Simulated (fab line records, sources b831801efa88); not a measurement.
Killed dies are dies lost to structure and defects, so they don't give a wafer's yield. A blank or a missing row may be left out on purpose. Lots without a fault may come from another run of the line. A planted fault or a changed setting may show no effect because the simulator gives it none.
Chamber matching | flow sky130 | SKY_FIELD_ISO_ETCH_14 on rie_diel-02: 4 sister chambers
The step etches BARC in N2/H2, stops on SiO2, time 45.9 s, target depth 60 nm. 7 wafers are shown with their chamber, then 9 later ones without.

WAFERS WITH THEIR CHAMBER
wafer  | chamber | drypump_motor_current_A (A) | bias_w (W)
L086.1 | 2       | 5.3                         | 100.3
L086.4 | 1       | 6.1                         | 99.9
L086.5 | 3       | 5.6                         | 99.8
L087.5 | 1       | 6.1                         | 99.7
L088.1 | 0       | 5.5                         | 100.0
L088.3 | 3       | 5.6                         | 100.0
L088.5 | 0       | 5.4                         | 100.4

WAFERS WITHOUT THEIR CHAMBER
wafer  | drypump_motor_current_A (A) | bias_w (W)
L089.1 | 5.6                         | 99.6
L089.2 | 5.3                         | 100.4
L089.4 | 5.5                         | 100.1
L091.1 | 5.5                         | 99.6
L091.2 | 6.1                         | 100.0
L091.3 | 5.5                         | 100.1
L094.1 | 5.3                         | 100.4
L094.3 | 5.4                         | 100.2
L094.5 | 5.4                         | 99.9

WHICH CHAMBER EACH WENT THROUGH
wafer  | from the rows above     | in truth
L089.1 | 3                       | 3
L089.2 | 2                       | 2
L089.4 | can't be placed: 0 or 3 | 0
L091.1 | can't be placed: 3 or 0 | 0
L091.2 | 1                       | 1
L091.3 | can't be placed: 0 or 3 | 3
L094.1 | 2                       | 2
L094.3 | can't be placed: 0 or 2 | 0
L094.5 | can't be placed: 0 or 2 | 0
Placed correctly: 4 of 9. Can't be placed from these rows: 5 (the true chamber is among the candidates in 5). Placed wrongly: 0.
How it was worked out, from the rows above alone: a wafer's distance from a chamber is the root of the sum, over the readings, of the square of ((its reading less the chamber's mean) divided by the reading's scatter). The wafer belongs to the nearest chamber; if the next one is less than 2 further off, it can't be placed. A chamber's mean is the mean of its shown wafers. The scatter: the root of (the sum of the squares of (reading less its chamber's mean) over the shown wafers, divided by (wafers less chambers)).
